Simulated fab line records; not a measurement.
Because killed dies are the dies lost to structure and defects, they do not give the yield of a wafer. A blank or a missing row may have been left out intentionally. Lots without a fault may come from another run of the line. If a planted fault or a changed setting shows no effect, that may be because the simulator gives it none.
Chamber matching | flow sky130 | SKY_VIA4_CMP_21 on cmp-01 has 4 sister chambers
The step polishes, stops on SiO2, t overpolish 25 s, target thk 0 nm. 16 wafers are shown with their chamber, then 8 later ones without.

## WAFERS WITH THEIR CHAMBER
wafer  | chamber | motor current A (A) | head pressure psi (psi) | time to endpoint s (s)
L592.4 | 2       | 8.6                 | 3.480                   | 130
L592.5 | 3       | 11.3                | 3.506                   | 129
L592.6 | 0       | 10.9                | 3.501                   | 133
L597.1 | 3       | 11.3                | 3.499                   | 123
L597.3 | 1       | 10.5                | 3.494                   | 137
L597.6 | 3       | 11.6                | 3.496                   | 127
L598.2 | 3       | 11.5                | 3.501                   | 126
L598.3 | 2       | 8.1                 | 3.492                   | 123
L598.4 | 0       | 10.7                | 3.508                   | 135
L605.1 | 1       | 10.7                | 3.497                   | 124
L605.4 | 0       | 11.4                | 3.500                   | 129
L605.6 | 3       | 12.2                | 3.508                   | 118
L606.2 | 0       | 10.6                | 3.498                   | 129
L606.5 | 1       | 9.9                 | 3.513                   | 126
L606.6 | 2       | 8.3                 | 3.495                   | 116
L607.2 | 1       | 10.2                | 3.503                   | 129

SIGNATURES (averages over the wafers above)
reading            | chamber 0 | chamber 1 | chamber 2 | chamber 3 | scatter within a chamber
motor current A    | 10.900    | 10.325    | 8.333     | 11.580    | 0.344
head pressure psi  | 3.50175   | 3.50175   | 3.48900   | 3.50200   | 0.0064
time to endpoint s | 131.50    | 129.00    | 123.00    | 124.60    | 4.97
Rule: a wafer lies at a distance from a chamber equal to the root of the sum of squares, over the readings, of (its reading less the chamber's mean, divided by the reading's scatter). If the next closest chamber is less than 2 further off than the closest, the wafer can't be placed; otherwise it belongs to the closest. The scatter: the root of (the sum of the squares of (reading less its chamber's mean) over the shown wafers, divided by (wafers less chambers)).

## WAFERS WHOSE CHAMBER IS MISSING
wafer  | motor current A (A) | head pressure psi (psi) | time to endpoint s (s)
L607.3 | 8.0                 | 3.495                   | 117
L607.4 | 12.0                | 3.503                   | 127
L608.3 | 10.4                | 3.509                   | 128
L608.4 | 11.5                | 3.490                   | 128
L608.5 | 11.2                | 3.482                   | 126
L609.1 | 11.1                | 3.496                   | 131
L609.4 | 11.6                | 3.495                   | 125
L609.5 | 11.7                | 3.498                   | 128

## THE CHAMBER EACH PASSED THROUGH
wafer  | from the rows above          | in truth
L607.3 | 2                            | 2
L607.4 | 3                            | 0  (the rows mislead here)
L608.3 | can't be placed: 1 or 0      | 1
L608.4 | can't be placed: 3 or 0 or 1 | 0
L608.5 | can't be placed: 3 or 0 or 1 | 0
L609.1 | can't be placed: 0 or 3 or 1 | 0
L609.4 | can't be placed: 3 or 0      | 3
L609.5 | can't be placed: 3 or 0      | 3
Correct placement for 1 of the 8. These rows do not allow placing 6 (true chamber among the candidates in 6). Placed wrongly: 1.
